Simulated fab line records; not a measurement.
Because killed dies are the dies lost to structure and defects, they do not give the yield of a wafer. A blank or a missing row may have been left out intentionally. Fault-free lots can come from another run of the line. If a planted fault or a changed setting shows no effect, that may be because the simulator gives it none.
fab line records -- flow sfq_line
record: lots: 5, wafers: 15, last_day: 85
route steps=325 shown I3@137 M4@148 I4@163 JJ@178 M8@325
lots that met no fault: taken from a fault-free run of the same line
start_h: hours from the record's first day to the start of the lot's first wafer shown -- wait_h: time in hours since the lot's previous step -- " as in the row above -- L1.1+2: several wafers, shown together as one row -- - no value, or no start was given -- * or withheld: withheld -- < > ~ a bound
route shown NAME@n: names a module that has steps shown in the file, with the first one's number in the route -- usual: average and standard deviation across the fault-free wafers -- same: alike in all rows -- chamber/n: place in a boat -- sites: readings site by site -- _std_site: standard deviation across them -- _edge_site: mean of outer sites minus mean of inner sites -- radius_mm: how far each site lies from the wafer's centre -- mask NAME#n: copy n -- behind: tool/chamber where the wafer was last shaped -- hold: why the lot went on hold/how many hours it stayed there/how the hold came to an end -- device: transistor that didn't switch, given as n, p or np -- end of line: the route-end tests of the same wafers -- a step with no rows: only its recipe -- killed: dies lost to structure and defects at the first sort, not the wafer's yield -- map: per-die view of a wafer (x killed, . not killed, _ where there is no die)
set.NAME: the run value of the setting; set.NAME@STEP: its run value at that earlier step -- model.NAME: the simulator's own value behind a step, which no gauge read
certain route steps with their lots: each step a table, each wafer a row
services: from which hour (start_h, from the record's first day; less than 0 if before it) a tool's chamber was out of use, for how many hours, and why
== steps ==
step: SFQ_TRILAYER_I3_VIA_LITHO_COAT_090
recipe: resist: BARC, spin_rpm: 3000, resist_thk_nm: 62
step: SFQ_TRILAYER_I3_VIA_LITHO_COAT_085
recipe: resist: KrF, spin_rpm: 3000, resist_thk_nm: 650
step: SFQ_TRILAYER_I3_VIA_LITHO_SOFTBAKE_089
recipe: temp_c: withheld, time_s: withheld, resist: KrF
step: SFQ_TRILAYER_I3_VIA_LITHO_EXPOSE_086
recipe: mask_id: I3, na: 0.6, source_shape: conventional, sigma_outer: 0.65, target_cd_nm: 500, dose_mj: 21.3
step: SFQ_TRILAYER_I3_VIA_LITHO_PEB_088
recipe: peb_temp_c: 115, peb_time_s: 60, resist: KrF
step: SFQ_TRILAYER_I3_VIA_LITHO_DEVELOP_087
recipe: time_s: 60, resist: KrF
step: SFQ_I3_OVL_MEAS_923
usual: I3_OVL: -1/6
lot.wafer,tool,chamber,start_h,wait_h,I3_OVL[nm]
L904.1,overlay-02,-,1036.03,0.1,6
L904.2,overlay-02,-,1036.03,0.1,4
L904.4,overlay-02,-,1036.03,0.1,5
L907.1,overlay-01,-,1222.87,0.1,2
L907.2,overlay-01,-,1222.87,0.1,-3
L907.3,overlay-01,-,1222.87,0.1,5
L919.1,overlay-02,-,1283.79,0.1,-2
L919.3,overlay-02,-,1283.79,0.1,-7
L919.6,overlay-02,-,1283.79,0.1,-4
L922.1,overlay-01,-,1295.79,0.1,-3
L922.4,overlay-01,-,1295.79,0.1,5
L922.5,overlay-01,-,1295.79,0.1,1
L925.2,overlay-01,-,1304.20,0.1,2
L925.3,overlay-01,-,1304.20,0.1,2
L925.4,overlay-01,-,1304.20,0.1,2
step: SFQ_TRILAYER_I3_VIA_BARC_OPEN_VIA_ETCH_121
recipe: mask_material: PR, chemistry: O2, target_depth_nm: 125, target: BARC, source_w: 500, bias_w: 80, pressure_mtorr: 30, time_s: 41.7
usual: bias_w: 79.97/0.24, drypump_motor_current_A: 5.7/0.44, oes_product_au: 0.685/0.0049
lot.wafer,tool,chamber,start_h,wait_h,bias_w,drypump_motor_current_A,oes_product_au,rf_hours_counter_h
L904.1,rie_diel-04,1,1036.06,0.0,80.45,6.2,0.688,12
L904.2,rie_diel-04,2,1036.06,0.0,80.14,5.0,0.687,12
L904.4,rie_diel-04,1,1036.06,0.0,80.52,6.2,0.687,-
L907.1,rie_diel-03,2,1222.90,0.0,80.15,5.7,0.687,6
L907.2,rie_diel-03,0,1222.90,0.0,80.15,5.8,0.676,13
L907.3,rie_diel-03,1,1222.90,0.0,79.99,6.0,0.684,7
L919.1,rie_diel-03,2,1283.83,0.0,79.71,5.7,0.686,8
L919.3,rie_diel-03,0,1283.83,0.0,80.35,5.8,0.678,15
L919.6,rie_diel-03,1,1283.83,0.0,79.55,6.0,0.681,-
L922.1,rie_diel-01,0,1295.83,0.0,80.43,5.8,0.685,10
L922.4,rie_diel-01,1,1295.83,0.0,79.44,5.1,0.683,12
L922.5,rie_diel-01,1,1295.83,0.0,79.79,5.1,0.672,-
L925.2,rie_diel-01,0,1304.23,0.0,79.66,5.8,0.695,10
L925.3,rie_diel-01,1,1304.23,0.0,79.71,5.1,0.686,13
L925.4,rie_diel-01,0,1304.23,0.0,80.01,5.8,0.693,-
step: SFQ_TRILAYER_I3_VIA_ETCH_VIA_ETCH_088
recipe: target: SiO2, stop_on: Nb, mask_material: PR, taper_deg: 20, chemistry: CHF3, target_depth_nm: 260, source_w: 500, bias_w: 80, pressure_mtorr: 30, time_s: withheld
step: SFQ_TRILAYER_I3_VIA_STRIP_STRIP_089
recipe: gas: O2, power_w: 200, platen_temp_c: 40, overash_fraction: 0.65, chemistry: O2, pressure_mtorr: 50
usual: drypump_motor_current_A: 5.8/0.35, oes_product_au: 0.997/0.0073
lot.wafer,tool,chamber,start_h,wait_h,drypump_motor_current_A,oes_product_au,rf_hours_counter_h
L904.1,rie_metal-03,1,1036.22,-,6.0,1.002,115
L904.2,rie_metal-03,0,1036.22,-,5.1,1.002,27
L904.4,rie_metal-03,1,1036.22,-,6.0,1.009,-
L907.1,rie_metal-03,0,1223.06,-,5.2,1.009,58
L907.2,rie_metal-03,1,1223.06,-,6.0,1.001,19
L907.3,rie_metal-03,0,1223.06,-,5.2,1.002,-
L919.1,rie_metal-03,1,1283.98,-,6.0,0.994,27
L919.3,rie_metal-03,1,1283.98,-,5.9,1.006,-
L919.6,rie_metal-03,1,1283.98,-,5.9,0.993,-
L922.1,rie_metal-01,1,1295.98,-,6.2,0.994,60
L922.4,rie_metal-01,1,1295.98,-,6.2,1.000,-
L922.5,rie_metal-01,1,1295.98,-,6.2,0.999,-
L925.2,rie_metal-03,1,1304.38,-,6.0,0.992,32
L925.3,rie_metal-03,0,1304.38,-,5.1,0.999,-
L925.4,rie_metal-03,1,1304.38,-,6.0,0.988,-
step: SFQ_TRILAYER_I3_VIA_STRIP_SOLV_CLEAN_090
recipe: chemistry: NMP, temp_c: 70, time_s: 600
step: SFQ_TRILAYER_M4_DEP_PRE_CLEAN_092
recipe: gas: Ar, time_s: 22.5, bias_v: 250
step: SFQ_TRILAYER_M4_DEP_SPUTTER_091
recipe: material: Nb, base_pressure_pa: 1.33e-06, chamber_pressure_pa: 0.1333, substrate_temp_c: 20, resputter_cathode_voltage_v: 400, target_thk_nm: 200, power_w: 2000, time_s: 133.3
usual: throttle_valve_pct: 30.5/1.2
lot.wafer,tool,chamber,start_h,wait_h,throttle_valve_pct,model.Nb_of_TRILAYER_M4_DEP_SPUTTER_091.thk_nm
L904.1,pvd_sputter-03,-,1037.02,0.0,29.5,199.7
L904.2,pvd_sputter-03,-,1037.02,0.0,29.6,200.1
L904.4,pvd_sputter-03,-,1037.02,0.0,31.0,197
L907.1,pvd_sputter-04,-,1223.88,0.0,32.0,201.2
L907.2,pvd_sputter-04,-,1223.88,0.0,32.2,201.8
L907.3,pvd_sputter-04,-,1223.88,0.0,30.1,199
L919.1,pvd_sputter-04,-,1284.78,0.0,30.0,289.9
L919.3,pvd_sputter-04,-,1284.78,0.0,31.9,204.2
L919.6,pvd_sputter-04,-,1284.78,0.0,29.8,290.7
L922.1,pvd_sputter-05,-,1297.38,0.0,30.9,200.6
L922.4,pvd_sputter-05,-,1297.38,0.0,30.5,200.3
L922.5,pvd_sputter-05,-,1297.38,0.0,31.1,201.2
L925.2,pvd_sputter-03,-,1305.18,0.0,32.1,196.6
L925.3,pvd_sputter-03,-,1305.18,0.0,29.6,199.9
L925.4,pvd_sputter-03,-,1305.18,0.0,29.8,200.3
step: SFQ_M4_RS_MEAS_924
recipe: thk_meas_gauge: four-point-probe, reads: Nb_of_TRILAYER_M4_DEP_SPUTTER_091
usual: M4_NB_RS: 0.890/0.0097
lot.wafer,tool,chamber,start_h,wait_h,M4_NB_RS[ohm/sq]
L904.1,film_metro-01,-,1037.11,0.0,0.891
L904.2,film_metro-01,-,1037.11,0.0,0.890
L904.4,film_metro-01,-,1037.11,0.0,0.902
L907.1,film_metro-03,-,1223.97,0.0,0.885
L907.2,film_metro-03,-,1223.97,0.0,0.882
L907.3,film_metro-03,-,1223.97,0.0,0.896
L919.1,film_metro-01,-,1284.87,0.0,0.613
L919.3,film_metro-01,-,1284.87,0.0,0.871
L919.6,film_metro-01,-,1284.87,0.0,0.610
L922.1,film_metro-03,-,1297.47,0.0,0.889
L922.4,film_metro-03,-,1297.47,0.0,0.890
L922.5,film_metro-03,-,1297.47,0.0,0.886
L925.2,film_metro-01,-,1305.29,0.1,0.907
L925.3,film_metro-01,-,1305.29,0.1,0.891
L925.4,film_metro-01,-,1305.29,0.1,0.888
step: SFQ_TRILAYER_M4_LITHO_COAT_098
recipe: resist: BARC, spin_rpm: 3000, resist_thk_nm: 62
step: SFQ_TRILAYER_M4_LITHO_COAT_093
recipe: resist: KrF, spin_rpm: 3000, resist_thk_nm: 600
step: SFQ_TRILAYER_M4_LITHO_SOFTBAKE_097
recipe: temp_c: withheld, time_s: withheld, resist: KrF
step: SFQ_TRILAYER_M4_LITHO_EXPOSE_094
recipe: mask_id: M4, na: 0.6, source_shape: conventional, sigma_outer: 0.65, target_cd_nm: 500, dose_mj: 14.4
step: SFQ_TRILAYER_M4_LITHO_PEB_096
recipe: peb_temp_c: 115, peb_time_s: 60, resist: KrF
step: SFQ_TRILAYER_M4_LITHO_DEVELOP_095
recipe: time_s: 60, resist: KrF
step: SFQ_M4_OVL_MEAS_926
usual: M4_OVL: -2/6.4
lot.wafer,tool,chamber,start_h,wait_h,M4_OVL[nm]
L904.1,overlay-01,-,1055.45,0.1,-5
L904.2,overlay-01,-,1055.45,0.1,-3
L904.4,overlay-01,-,1055.45,0.1,-7
L907.1,overlay-02,-,1231.49,0.1,-8
L907.2,overlay-02,-,1231.49,0.1,-1
L907.3,overlay-02,-,1231.49,0.1,0
L919.1,overlay-01,-,1289.57,0.1,3
L919.3,overlay-01,-,1289.57,0.1,4
L919.6,overlay-01,-,1289.57,0.1,1
L922.1,overlay-02,-,1299.90,0.1,-6
L922.4,overlay-02,-,1299.90,0.1,-4
L922.5,overlay-02,-,1299.90,0.1,-6
L925.2,overlay-02,-,1308.31,0.1,-8
L925.3,overlay-02,-,1308.31,0.1,-5
L925.4,overlay-02,-,1308.31,0.1,-3
step: SFQ_TRILAYER_M4_BARC_OPEN_METAL_ETCH_123
recipe: mask_material: PR, chemistry: O2, target_depth_nm: 125, target: BARC, icp_w: 600, bias_w: 80, pressure_mtorr: 10, time_s: 41.7
step: SFQ_TRILAYER_M4_ETCH_METAL_ETCH_096
recipe: target: Nb, stop_on: SiO2, mask_material: PR, chemistry: Cl2/Ar, target_depth_nm: 240, icp_w: 600, bias_w: 80, pressure_mtorr: 10, time_s: 120
usual: bias_w: 79.96/0.22, drypump_motor_current_A: 6.0/0.39, oes_product_au: 0.894/0.007
lot.wafer,tool,chamber,start_h,wait_h,bias_w,drypump_motor_current_A,oes_product_au,rf_hours_counter_h
L904.1,rie_metal-04,0,1055.55,0.0,79.77,5.8,0.893,77
L904.2,rie_metal-04,1,1055.55,0.0,79.64,5.5,0.894,53
L904.4,rie_metal-04,0,1055.55,0.0,79.52,5.8,0.885,-
L907.1,rie_metal-01,0,1231.59,0.0,79.55,5.9,0.898,131
L907.2,rie_metal-01,1,1231.59,0.0,80.17,6.2,0.891,47
L907.3,rie_metal-01,1,1231.59,0.0,79.97,6.2,0.891,-
L919.1,rie_metal-01,1,1289.73,0.1,80.28,6.2,0.998,58
L919.3,rie_metal-01,1,1289.73,0.1,80.18,6.1,0.903,-
L919.6,rie_metal-01,1,1289.73,0.1,80.04,6.2,0.989,-
L922.1,rie_metal-04,1,1300.00,0.0,79.88,5.5,0.894,95
L922.4,rie_metal-04,1,1300.00,0.0,80.23,5.5,0.896,-
L922.5,rie_metal-04,1,1300.00,0.0,79.87,5.5,0.898,-
L925.2,rie_metal-01,1,1308.40,0.0,80.01,6.2,0.890,63
L925.3,rie_metal-01,0,1308.40,0.0,80.11,5.9,0.886,-
L925.4,rie_metal-01,1,1308.40,0.0,79.70,6.2,0.892,-
step: SFQ_TRILAYER_M4_STRIP_STRIP_097
recipe: gas: O2, power_w: 200, platen_temp_c: 40, overash_fraction: 0.65, chemistry: O2, pressure_mtorr: 52.45
step: SFQ_TRILAYER_M4_STRIP_SOLV_CLEAN_098
recipe: chemistry: NMP, temp_c: 70, time_s: 600
step: SFQ_TRILAYER_I4_DEP_PECVD_099
recipe: material: SiO2, temp_c: 150, time_s: 111.11, pressure_torr: 2.4, rf_w: 183.3, precursor: SiH4/N2O, target_thk_nm: 500
usual: heater_power_w: 82/18, showerhead_vpp_V: 836/39, throttle_valve_pct: 25.3/1.6
lot.wafer,tool,chamber,start_h,wait_h,heater_power_w,showerhead_vpp_V,throttle_valve_pct
L904.1,pecvd-04,0,1056.45,0.0,78,909,24.9
L904.2,pecvd-04,1,1056.45,0.0,62,803,26.7
L904.4,pecvd-04,1,1056.45,0.0,66,815,26.9
L907.1,pecvd-01,0,1232.49,0.0,81,807,28.6
L907.2,pecvd-01,2,1232.49,0.0,72,871,25.4
L907.3,pecvd-01,1,1232.49,0.0,75,853,23.5
L919.1,pecvd-01,0,1291.35,0.0,76,814,28.5
L919.3,pecvd-01,2,1291.35,0.0,67,873,25.4
L919.6,pecvd-01,2,1291.35,0.0,70,879,24.9
L922.1,pecvd-03,2,1300.90,0.0,105,872,24.0
L922.4,pecvd-03,2,1300.90,0.0,112,865,23.8
L922.5,pecvd-03,1,1300.90,0.0,64,798,24.7
L925.2,pecvd-03,2,1309.30,0.0,115,868,23.7
L925.3,pecvd-03,0,1309.30,0.0,71,778,23.6
L925.4,pecvd-03,2,1309.30,0.0,119,877,23.9
step: SFQ_TRILAYER_I4_CMP_CMP_100
recipe: material: SiO2, down_force_psi: 3.13, platen_rpm: 60, pad_velocity_m_s: 0.94248
usual: motor_current_A: 10.3/0.72, retaining_ring_pressure_frac: 1.000/0.0047, time_to_endpoint_s: 205/7.7
lot.wafer,tool,chamber,start_h,wait_h,motor_current_A,retaining_ring_pressure_frac,time_to_endpoint_s
L904.4,cmp-01,0,1056.53,0.0,11.5,1.006,212
L904.2,cmp-01,1,1056.53,0.0,10.9,0.997,207
L904.1,cmp-01,3,1058.03,1.5,9.8,1.008,215
L907.3,cmp-02,0,1232.57,0.0,10.4,0.987,215
L907.1,cmp-02,1,1232.57,0.0,9.2,0.994,214
L907.2,cmp-02,2,1232.57,0.0,9.3,1.003,204
L919.3,cmp-02,1,1291.43,0.0,9.7,1.005,207
L919.1,cmp-02,0,1292.93,1.5,10.4,1.006,211
L919.6,cmp-02,1,1292.93,1.5,9.5,1.000,215
L922.4,cmp-01,0,1302.08,1.1,10.9,1.006,202
L922.1,cmp-01,2,1303.08,2.1,10.1,0.985,189
L922.5,cmp-01,0,1304.08,3.1,11.0,1.005,198
L925.4,cmp-01,1,1309.38,0.0,11.3,0.998,197
L925.3,cmp-01,2,1309.38,0.0,10.5,0.997,191
L925.2,cmp-01,0,1310.88,1.5,11.2,1.003,192
step: SFQ_I4_BOW_MEAS_927
recipe: mode: bow
usual: I4_BOW: 4/8.6
lot.wafer,tool,chamber,start_h,wait_h,I4_BOW[um]
L904.1,film_metro-04,-,1059.53,1.0,-9
L904.2,film_metro-04,-,1059.53,1.0,-14
L904.4,film_metro-04,-,1059.53,1.0,-18
L907.1,film_metro-03,-,1235.57,2.0,2
L907.2,film_metro-03,-,1235.57,2.0,1
L907.3,film_metro-03,-,1235.57,2.0,10
L919.1,film_metro-01,-,1294.43,1.0,-10
L919.3,film_metro-01,-,1294.43,1.0,2
L919.6,film_metro-01,-,1294.43,1.0,-1
L922.1,film_metro-03,-,1304.58,1.0,-13
L922.4,film_metro-03,-,1304.58,1.0,-7
L922.5,film_metro-03,-,1304.58,1.0,3
L925.2,film_metro-03,-,1312.40,1.0,2
L925.3,film_metro-03,-,1312.40,1.0,-6
L925.4,film_metro-03,-,1312.40,1.0,1
step: SFQ_TRILAYER_I4_METRO_MEASURE_101
usual: thk_nm: 200.1/1.1
lot.wafer,tool,chamber,start_h,wait_h,thk_nm
L904.1,film_metro-04,-,1059.65,0.1,201.2
L904.2,film_metro-04,-,1059.65,0.1,200.3
L904.4,film_metro-04,-,1059.65,0.1,200.4
L907.1,film_metro-03,-,1235.69,0.1,200.3
L907.2,film_metro-03,-,1235.69,0.1,200.5
L907.3,film_metro-03,-,1235.69,0.1,199.5
L919.1,film_metro-01,-,1294.55,0.1,203.0
L919.3,film_metro-01,-,1294.55,0.1,202.3
L919.6,film_metro-01,-,1294.55,0.1,203.3
L922.1,film_metro-03,-,1304.70,0.1,198.0
L922.4,film_metro-03,-,1304.70,0.1,198.4
L922.5,film_metro-03,-,1304.70,0.1,197.7
L925.2,film_metro-03,-,1312.70,0.3,199.2
L925.3,film_metro-03,-,1312.70,0.3,198.9
L925.4,film_metro-03,-,1312.70,0.3,199.7
step: SFQ_TRILAYER_I4_VIA_LITHO_COAT_108
recipe: resist: BARC, spin_rpm: 3000, resist_thk_nm: 62
step: SFQ_TRILAYER_I4_VIA_LITHO_COAT_103
recipe: resist: KrF, spin_rpm: 3000, resist_thk_nm: 650
step: SFQ_TRILAYER_I4_VIA_LITHO_SOFTBAKE_107
recipe: temp_c: withheld, time_s: withheld, resist: KrF
step: SFQ_TRILAYER_I4_VIA_LITHO_EXPOSE_104
recipe: mask_id: I4, na: 0.6, source_shape: conventional, sigma_outer: 0.65, target_cd_nm: 700, dose_mj: 21.3
step: SFQ_TRILAYER_I4_VIA_LITHO_PEB_106
recipe: peb_temp_c: 115, peb_time_s: 60, resist: KrF
step: SFQ_TRILAYER_I4_VIA_LITHO_DEVELOP_105
recipe: time_s: 60, resist: KrF
step: SFQ_I4_OVL_MEAS_928
usual: I4_OVL: 0/4.7
lot.wafer,tool,chamber,start_h,wait_h,I4_OVL[nm]
L904.1,overlay-02,-,1191.61,0.1,-6
L904.2,overlay-02,-,1191.61,0.1,-9
L904.4,overlay-02,-,1191.61,0.1,-6
L907.1,overlay-02,-,1241.84,0.1,0
L907.2,overlay-02,-,1241.84,0.1,-4
L907.3,overlay-02,-,1241.84,0.1,0
L919.1,overlay-02,-,1298.70,0.1,3
L919.3,overlay-02,-,1298.70,0.1,0
L919.6,overlay-02,-,1298.70,0.1,4
L922.1,overlay-01,-,1317.09,0.1,0
L922.4,overlay-01,-,1317.09,0.1,6
L922.5,overlay-01,-,1317.09,0.1,8
L925.2,overlay-02,-,1326.70,0.1,1
L925.3,overlay-02,-,1326.70,0.1,-6
L925.4,overlay-02,-,1326.70,0.1,-1
step: SFQ_TRILAYER_I4_VIA_BARC_OPEN_VIA_ETCH_146
recipe: mask_material: PR, chemistry: O2, target_depth_nm: 125, target: BARC, source_w: 500, bias_w: 80, pressure_mtorr: 30, time_s: 41.7
step: SFQ_TRILAYER_I4_VIA_ETCH_VIA_ETCH_106
recipe: target: SiO2, stop_on: Nb, mask_material: PR, taper_deg: 20, chemistry: CHF3, target_depth_nm: 260, source_w: 500, bias_w: 80, pressure_mtorr: 30, time_s: withheld
step: SFQ_TRILAYER_I4_VIA_STRIP_STRIP_107
recipe: gas: O2, power_w: 200, platen_temp_c: 40, overash_fraction: 0.65, chemistry: O2, pressure_mtorr: 50
step: SFQ_TRILAYER_I4_VIA_STRIP_SOLV_CLEAN_108
recipe: chemistry: NMP, temp_c: 70, time_s: 600
step: SFQ_TRILAYER_JJ_TRILAYER_DEP_PRE_CLEAN_113
recipe: gas: Ar, time_s: 22.5, bias_v: 250
step: SFQ_M8_BOW_MEAS_951
recipe: mode: bow
usual: M8_BOW: 10/9.7
lot.wafer,tool,chamber,start_h,wait_h,M8_BOW[um],model.etest.m4.comb_log10_ohm,model.etest.m4.ohm_sq
L904.1,film_metro-03,-,1893.75,0.0,-4,12,0.8912
L904.2,film_metro-03,-,1893.75,0.0,-10,12,0.8895
L904.4,film_metro-03,-,1893.75,0.0,-15,12,0.9037
L907.1,film_metro-03,-,1936.10,0.0,15,12,0.8846
L907.2,film_metro-03,-,1936.10,0.0,15,12,0.8819
L907.3,film_metro-03,-,1936.10,0.0,23,12,0.8944
L919.1,film_metro-03,-,2012.40,0.0,4,0,0.614
L919.3,film_metro-03,-,2012.40,0.0,17,12,0.8717
L919.6,film_metro-03,-,2012.40,0.0,14,0,0.6123
L922.1,film_metro-01,-,2023.21,0.0,-12,12,0.8876
L922.4,film_metro-01,-,2023.21,0.0,-6,12,0.8887
L922.5,film_metro-01,-,2023.21,0.0,3,12,0.8849
L925.2,film_metro-01,-,2047.27,0.0,-2,12,0.9053
L925.3,film_metro-01,-,2047.27,0.0,-10,12,0.8906
L925.4,film_metro-01,-,2047.27,0.0,-4,12,0.8889
== services ==
tool,chamber,start_h,hours,kind
rie_metal-03,1,1017.44,1.6,repair
rie_diel-01,0,1022.58,1.6,repair
rie_metal-01,-,1035.48,2.8,pm
rie_diel-03,1,1036.34,1.4,repair
pecvd-01,-,1044.74,0.3,repair
pecvd-01,0,1050.03,6.6,repair
pecvd-03,0,1051.73,4.2,repair
rie_diel-03,1,1059.34,3.5,repair
rie_diel-01,3,1063.14,4.2,repair
rie_diel-01,3,1077.16,7.0,repair
rie_diel-01,0,1081.87,2.0,repair
film_metro-03,-,1084.33,1.2,pm
pvd_sputter-04,-,1086.63,0.9,repair
film_metro-03,-,1088.49,1.3,pm
cmp-02,-,1090.93,4.0,pm
film_metro-03,-,1109.20,0.7,pm
rie_metal-01,1,1110.87,32.2,repair
rie_diel-01,0,1118.16,11.0,repair
rie_diel-01,3,1129.88,4.0,repair
rie_metal-03,-,1186.53,2.8,pm
rie_metal-03,-,1249.23,1.4,pm
cmp-01,-,1258.15,4.0,pm
rie_metal-03,0,1285.36,17.0,repair
rie_metal-03,1,1295.89,2.4,repair
== key ==
first_sign: step: SFQ_M4_RS_MEAS_924, reading: M4_NB_RS, direction: down, sigmas: 29, usual: 0.890, struck: 0.612
effect: step: SFQ_TRILAYER_M4_ETCH_METAL_ETCH_096, reading: oes_product_au, direction: up, sigmas: 14, usual: 0.894, struck: 0.993
model_effect: step: SFQ_TRILAYER_M4_DEP_SPUTTER_091, value: Nb_of_TRILAYER_M4_DEP_SPUTTER_091.thk_nm, without: 199.7, struck: 290.3
model_effect: step: SFQ_M8_BOW_MEAS_951, value: etest.m4.comb_log10_ohm, without: 12, struck: 0
met_at SFQ_TRILAYER_M4_DEP_SPUTTER_091
struck_wafers L919.1,L919.6
onset_between 1223.88 1284.78
fault: kind: process_parameter_drift, tool: pvd_sputter-04, chamber: -, onset_h: 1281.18, steps: SFQ_TRILAYER_M4_DEP_SPUTTER_091, channel: target_thk_nm, offset: 90.656, shape: step, end_h: 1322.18, acts_in: these_recipes_only, stated: 200, scope: struck_wafers_only
